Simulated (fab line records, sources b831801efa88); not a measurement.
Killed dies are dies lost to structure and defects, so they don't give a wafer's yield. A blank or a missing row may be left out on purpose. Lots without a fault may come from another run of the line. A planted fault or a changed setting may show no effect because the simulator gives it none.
A struck lot beside a sound one | flow sky130 | 14 steps out of a route of 708
Sound: wafers L579.1, L579.2, L579.5. Struck: wafers L587.1, L587.2, L587.5. The cause comes at the end.
At each step with rows: each side's tool, then ch and its chambers, then its first start. Under that, the readings that differ: sound wafers | struck wafers | difference of the means | sigmas: that difference in standard deviations of wafers without a fault.
alike: readings whose means differ by less than 2 such deviations, and words and numbers that are the same on both sides. not compared: withheld readings, readings that some wafer has no value for, bounds like >300 that may hide the same value, and numbers for which the record gives no deviation and whose values overlap.
The two part at a step that has a row with sigmas, a row that says differs or no value, or rows on one side only. Numbers that don't overlap but have no deviation are shown without sigmas and don't part them. A reading that every wafer of one side lacks parts them only if that side has two wafers or more.

first, 1 step without rows for these wafers: SKY_GATE_OXIDE_WET_ETCH_12 (etches SiO2 in dHF, target depth 16.8 nm, time 336 s).
SKY_GATE_OXIDE_STRIP_13: strips in O2/N2.
  sound on plasma_asher-01 ch 0,1, day 16 20:56; struck on plasma_asher-01 ch 0,1, day 20 02:00
  alike: drypump_motor_current_A, oes_product_au, strip_time_to_endpoint_s
  not compared: rf_hours_counter_h
SKY_GATE_OXIDE_TW_MEAS_14:
  sound on film_metro-03, day 16 21:02; struck on film_metro-01, day 20 02:06
  alike: GATE_OXIDE_TW
then, 3 steps without rows for these wafers: SKY_GATE_OXIDE_CLEAN_15 (cleans in SC1/SC2, time 150 s); SKY_GATE_OXIDE_OXIDATION_16 (stabilise 600 s, purge 300 s, target thk 3.57 nm); SKY_POLY_GATE_CVD_00 (deposits poly-Si, target thk 180 nm, time 720 s).
SKY_POLY_GATE_THK_MEAS_01:
  sound on film_metro-02, day 17 04:23; struck on film_metro-02, day 20 05:17
  reading                   | sound             | struck            | difference | sigmas
  POLY_GATE_CVD_00_THK (nm) | 183.8 184.9 183.5 | 178.9 179.6 179.2 | -4.8       | -3
then, 5 steps without rows for these wafers: SKY_RES_PROTECT_DEHYDRATE_00 (time 60 s); SKY_RES_PROTECT_HMDS_01 (prime time 60 s); SKY_RES_PROTECT_COAT_02 (resist thk 1140 nm); SKY_RES_PROTECT_SOFTBAKE_03 (time 60 s); SKY_RES_PROTECT_EXPOSE_04 (exposes mask RPM, target cd 1270 nm).
SKY_RES_PROTECT_PEB_05:
  sound on litho_track-04 ch 0, day 18 09:07; struck on litho_track-02, day 21 11:04
  reading         | sound          | struck | difference                    | sigmas
  exhaust_pa (Pa) | 43.8 43.7 42.8 | - - -  | no value on the struck wafers |
  not compared: chill_plate_temp_C
then, 1 step without rows for these wafers: SKY_RES_PROTECT_DEVELOP_06 (develop time 60 s).

WHERE THEY PART
First at SKY_POLY_GATE_THK_MEAS_01; last, within this record, at SKY_RES_PROTECT_PEB_05.

WHY: what the simulator had put in
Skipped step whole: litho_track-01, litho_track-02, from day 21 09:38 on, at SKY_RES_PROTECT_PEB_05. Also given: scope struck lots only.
